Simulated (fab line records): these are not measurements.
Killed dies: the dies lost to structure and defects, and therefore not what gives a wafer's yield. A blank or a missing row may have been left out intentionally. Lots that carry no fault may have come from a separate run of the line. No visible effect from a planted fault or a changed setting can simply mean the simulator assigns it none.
Struck lot and sound lot, side by side || flow sfq-line || 20 out of 325 route steps
Sound: these wafers, L994.1, L994.2, L994.5. Wafers struck: L100.2, L100.6. At the end, the cause is stated.
Each step with rows lists, per side, the tool, then ch with its chambers, then its first start. Under that, the readings that differ: sound wafers || struck wafers || difference of the means || sigmas: that difference in standard deviations of wafers without a fault.
alike: same words and numbers on both sides, and readings whose means sit less than 2 such deviations apart. not compared: any withheld reading, any reading some wafer has no value for, any bound like >300 that may hide the same value, and any number with overlapping values for which the record gives no deviation.
The two part at a step that has a row with sigmas, a row that says differs or no value, or rows on one side only. Numbers that don't overlap but have no deviation are shown without sigmas and don't part them. A reading missing from all wafers of one side parts the sides only when that side holds two or more wafers.

first, 5 steps without rows for these wafers: SFQ_TRILAYER_R5_LITHO_COAT_136 (resist thk 600 nm); SFQ_TRILAYER_R5_LITHO_SOFTBAKE_140; SFQ_TRILAYER_R5_LITHO_EXPOSE_137 (exposes mask R5, target cd 500 nm); SFQ_TRILAYER_R5_LITHO_PEB_139 (peb time 60 s); SFQ_TRILAYER_R5_LITHO_DEVELOP_138 (time 60 s).
SFQ_R5_OVL_MEAS_935:
  struck on overlay-01, day 63 02:26; sound on overlay-02, day 62 05:47
  alike: R5_OVL
SFQ_TRILAYER_R5_BARC_OPEN_METAL_ETCH_177: etches BARC in O2, target depth 125 nm, time 41.7 s.
  sound on rie-metal-02 ch 0,1, day 62 05:49; struck on rie-metal-03 ch 0, day 63 02:28
  alike: drypump-motor-current-A, oes-product-au
  not compared: rf-hours-counter-h
SFQ_TRILAYER_R5_ETCH_METAL_ETCH_139: etches the open film in Cl2, stops on SiO2, target depth 60 nm, time 40 s.
  sound on rie-metal-02 ch 0,1, day 62 05:52; struck on rie-metal-03 ch 0, day 63 02:31
  alike: drypump-motor-current-A, oes-product-au
  not compared: rf-hours-counter-h
SFQ_TRILAYER_R5_STRIP_STRIP_140: strips in O2.
  sound on rie-metal-02 ch 0,1, day 62 05:56; struck on rie-metal-03 ch 0, day 63 02:35
  alike: drypump-motor-current-A, oes-product-au
  not compared: rf-hours-counter-h
then, 1 step without rows for these wafers: SFQ_TRILAYER_R5_STRIP_SOLV_CLEAN_141 (cleans in NMP, time 600 s).
SFQ_TRILAYER_A5C_DEP_PECVD_142: deposits SiO2 from SiH4/N2O, time 15.556 s, target thk 70 nm.
  sound on pecvd-04 ch 0,1, day 62 06:43; struck on pecvd-02 ch 0, day 63 03:22
  alike: heater-power-outer-w, heater-power-w, throttle-valve-pct
then, 1 step without rows for these wafers: SFQ_TRILAYER_I5_LITHO_COAT_149 (resist thk 62 nm).
SFQ_TRILAYER_I5_LITHO_COAT_144: resist thk 650 nm.
  sound on litho-track-04 ch 0, day 62 07:02; struck on litho-track-01 ch 0, day 63 03:44
{"reading": "model.KrF_of_TRILAYER_I5_LITHO_COAT_144.thk-nm (nm)", "sound": "651.2 654 650.4", "struck": "593.9 594.3", "difference": -57.8, "sigmas": ""}
then, 4 steps without rows for these wafers: SFQ_TRILAYER_I5_LITHO_SOFTBAKE_148; SFQ_TRILAYER_I5_LITHO_EXPOSE_145 (exposes mask I5, target cd 700 nm); SFQ_TRILAYER_I5_LITHO_PEB_147 (peb time 60 s); SFQ_TRILAYER_I5_LITHO_DEVELOP_146 (time 60 s).
-- the record jumps here: 5 days lie between the struck wafers' starts before and after --
SFQ_I5_OVL_MEAS_936:
  struck on overlay-01, day 67 15:55; sound on overlay-01, day 66 16:57
  alike: I5_OVL
SFQ_TRILAYER_I5_BARC_OPEN_VIA_ETCH_200: etches BARC in O2, target depth 125 nm, time 41.7 s.
  sound on rie-diel-04 ch 1,3, day 66 16:59; struck on rie-diel-01 ch 0, day 67 15:57
{"reading": "drypump-motor-current-A (A)", "sound": "5.38 5.95 5.94", "struck": "5.11 5.11", "difference": -0.65, "sigmas": -3}
{"reading": "model.KrF_of_TRILAYER_I5_LITHO_COAT_144.thk-nm (nm)", "sound": "574 576.6 573.1", "struck": "516.9 517.9", "difference": -57.2, "sigmas": ""}
  alike: oes-product-au
  not compared: rf-hours-counter-h
SFQ_TRILAYER_I5_ETCH_VIA_ETCH_147: etches the open film in CHF3, stops on Nb, target depth 360 nm.
  sound on rie-diel-04 ch 1,3, day 66 17:02; struck on rie-diel-01 ch 0, day 67 15:59
{"reading": "drypump-motor-current-A (A)", "sound": "5.38 5.97 5.95", "struck": "5.11 5.10", "difference": -0.66, "sigmas": -3}
  alike: oes-product-au

## WHERE THEY PART
First at SFQ_TRILAYER_I5_BARC_OPEN_VIA_ETCH_200; last, within this record, at SFQ_TRILAYER_I5_ETCH_VIA_ETCH_147.

WHY: the cause the simulator had injected
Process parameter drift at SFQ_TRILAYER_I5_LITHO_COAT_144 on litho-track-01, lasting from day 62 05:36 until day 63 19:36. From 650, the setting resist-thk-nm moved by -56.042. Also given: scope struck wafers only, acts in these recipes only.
